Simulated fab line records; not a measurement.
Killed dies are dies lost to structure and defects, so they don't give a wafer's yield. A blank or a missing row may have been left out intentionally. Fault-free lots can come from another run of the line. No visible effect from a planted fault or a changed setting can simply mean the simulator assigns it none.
The tool behind it: which one? + flow sky130 + 12 lots with 36 wafers sampled at 4 steps, on a route of 708 steps

WHAT EACH GAUGE READ, for each wafer
SKY_VT_ADJUST_HVTR_CD_MEAS_07 targets a cd of 380 nm.
| lot  | measured     | on        | cd_nm (nm)        |
|------|--------------|-----------|-------------------|
| L106 | day 9 13:58  | cd_sem-02 | 379.0 381.3 380.3 |
| L107 | day 10 00:23 | cd_sem-01 | 384.0 385.2 383.9 |
| L109 | day 10 14:55 | cd_sem-02 | 375.8 376.6 381.7 |
| L114 | day 12 08:24 | cd_sem-01 | 379.8 378.0 381.2 |
| L115 | day 12 11:23 | cd_sem-02 | 379.1 379.1 379.3 |
| L117 | day 13 00:36 | cd_sem-01 | 378.8 378.3 378.9 |
| L121 | day 14 06:59 | cd_sem-01 | 382.4 384.2 386.6 |
| L122 | day 14 13:54 | cd_sem-02 | 379.9 379.2 381.3 |
| L123 | day 14 18:09 | cd_sem-01 | 381.7 381.7 380.7 |
| L126 | day 15 20:32 | cd_sem-01 | 380.8 379.7 380.4 |
| L127 | day 16 08:52 | cd_sem-02 | 376.3 374.8 374.9 |
| L129 | day 16 22:22 | cd_sem-02 | 379.8 380.9 377.7 |

SKY_LDD_P_TW_MEAS_11.
| lot  | measured     | on            | LDD_P_TW    |
|------|--------------|---------------|-------------|
| L106 | day 19 07:10 | film_metro-01 | 640 638 642 |
| L107 | day 19 17:17 | film_metro-02 | 637 639 639 |
| L109 | day 20 18:42 | film_metro-03 | 630 628 628 |
| L114 | day 22 21:29 | film_metro-01 | 636 636 633 |
| L115 | day 22 19:44 | film_metro-02 | 788 791 791 |
| L117 | day 23 14:06 | film_metro-03 | 790 788 791 |
| L121 | day 24 18:55 | film_metro-01 | 793 794 794 |
| L122 | day 25 07:32 | film_metro-03 | 635 635 636 |
| L123 | day 25 08:08 | film_metro-03 | 636 633 637 |
| L126 | day 26 12:32 | film_metro-03 | 638 638 640 |
| L127 | day 27 02:21 | film_metro-02 | 636 633 636 |
| L129 | day 27 11:41 | film_metro-02 | 633 635 637 |

TOOL THAT RAN EACH LOT (tool first, then ch and the chambers of the sampled wafers, then the start)
| lot  | SKY_GATE_OXIDE_STRIP_13              | SKY_LDD_P_IMPLANT_09            |
|------|--------------------------------------|---------------------------------|
| L106 | plasma_asher-02 ch 0, day 14 03:40   | implanter-01 ch 0, day 19 06:55 |
| L107 | plasma_asher-03 ch 0,1, day 14 10:44 | implanter-03 ch 0, day 19 17:02 |
| L109 | plasma_asher-04 ch 0, day 15 07:47   | implanter-02 ch 0, day 20 18:27 |
| L114 | plasma_asher-04 ch 0,1, day 17 10:25 | implanter-03 ch 0, day 22 21:14 |
| L115 | plasma_asher-02 ch 0,1, day 17 10:17 | implanter-01 ch 0, day 22 19:04 |
| L117 | plasma_asher-02 ch 0,1, day 18 01:01 | implanter-02 ch 0, day 23 13:31 |
| L121 | plasma_asher-02 ch 1, day 19 08:55   | implanter-02 ch 0, day 24 18:21 |
| L122 | plasma_asher-03 ch 0,1, day 19 19:34 | implanter-01 ch 0, day 25 07:19 |
| L123 | plasma_asher-04 ch 0,1, day 19 23:07 | implanter-01 ch 0, day 25 07:55 |
| L126 | plasma_asher-04 ch 0,1, day 21 05:11 | implanter-02 ch 0, day 26 12:19 |
| L127 | plasma_asher-03 ch 0,1, day 21 19:34 | implanter-03 ch 0, day 27 02:06 |
| L129 | plasma_asher-02 ch 0,1, day 22 07:04 | implanter-03 ch 0, day 27 11:26 |
- SKY_GATE_OXIDE_STRIP_13: strips in O2/N2.
- SKY_LDD_P_IMPLANT_09

WHAT THE TOOLS THEMSELVES READ (means of the sampled wafers that have a number; where no wafer has one, the mark that the record gives instead)
SKY_GATE_OXIDE_STRIP_13.
| lot  | tool            | drypump_motor_current_A (A) | oes_product_au (a.u.) | strip_time_to_endpoint_s (s) |
|------|-----------------|-----------------------------|-----------------------|------------------------------|
| L106 | plasma_asher-02 | 5.2                         | 0.713                 | 14.21                        |
| L107 | plasma_asher-03 | 6.1                         | 0.716                 | 14.20                        |
| L109 | plasma_asher-04 | 5.3                         | 0.714                 | 14.19                        |
| L114 | plasma_asher-04 | 5.7                         | 0.716                 | 14.25                        |
| L115 | plasma_asher-02 | 5.4                         | 0.715                 | 14.22                        |
| L117 | plasma_asher-02 | 5.4                         | 0.716                 | 14.17                        |
| L121 | plasma_asher-02 | 5.9                         | 0.715                 | 14.15                        |
| L122 | plasma_asher-03 | 6.1                         | 0.718                 | 14.15                        |
| L123 | plasma_asher-04 | 5.7                         | 0.716                 | 14.22                        |
| L126 | plasma_asher-04 | 5.7                         | 0.718                 | 14.15                        |
| L127 | plasma_asher-03 | 6.4                         | 0.712                 | 14.23                        |
| L129 | plasma_asher-02 | 5.4                         | 0.719                 | 14.20                        |

SKY_LDD_P_IMPLANT_09.
| lot  | tool         | end_station_pressure_torr (Torr) |
|------|--------------|----------------------------------|
| L106 | implanter-01 | 4.96e-06                         |
| L107 | implanter-03 | 5.31e-06                         |
| L109 | implanter-02 | 5.05e-06                         |
| L114 | implanter-03 | 5.06e-06                         |
| L115 | implanter-01 | 5.21e-06                         |
| L117 | implanter-02 | 5.07e-06                         |
| L121 | implanter-02 | 5.10e-06                         |
| L122 | implanter-01 | 5.14e-06                         |
| L123 | implanter-01 | 4.95e-06                         |
| L126 | implanter-02 | 4.79e-06                         |
| L127 | implanter-03 | 5.01e-06                         |
| L129 | implanter-03 | 4.87e-06                         |

THE ANSWER, worked out from the rows above alone
Rule: the usual values come from the lots themselves. Put in order of their means at a reading, lots are off if they are a third of the lots or fewer, leave a main group of 4 or more, and stand apart from it by a gap of 3 or more times the standard deviation of the main group's means; of several such gaps the widest counts. A main group is skipped when, at the precision printed for the reading in the tables above, its means are all equal. Also off: a lot with no number at a reading for which 4 or more lots have one. The other lots that the step has rows for count as sound. The gauges are gone through in route order, then the tools' own readings, and for those a lot's mean is taken as printed above. At the first step where some lot is off, the reading lying furthest off is the one used; lots without a number count as furthest.
Off: L115, L117, L121, seen at SKY_LDD_P_TW_MEAS_11 (LDD_P_TW). Main group: mean 636, sd 3.1.
If a tool, at a process step before that reading, ran all the lots that are off and no sound lot after the first of them, it fits. Those tools and the gauges at SKY_LDD_P_TW_MEAS_11 are tried in the same way. None of those tried fits.

WHAT THE SIMULATOR HAD INSERTED
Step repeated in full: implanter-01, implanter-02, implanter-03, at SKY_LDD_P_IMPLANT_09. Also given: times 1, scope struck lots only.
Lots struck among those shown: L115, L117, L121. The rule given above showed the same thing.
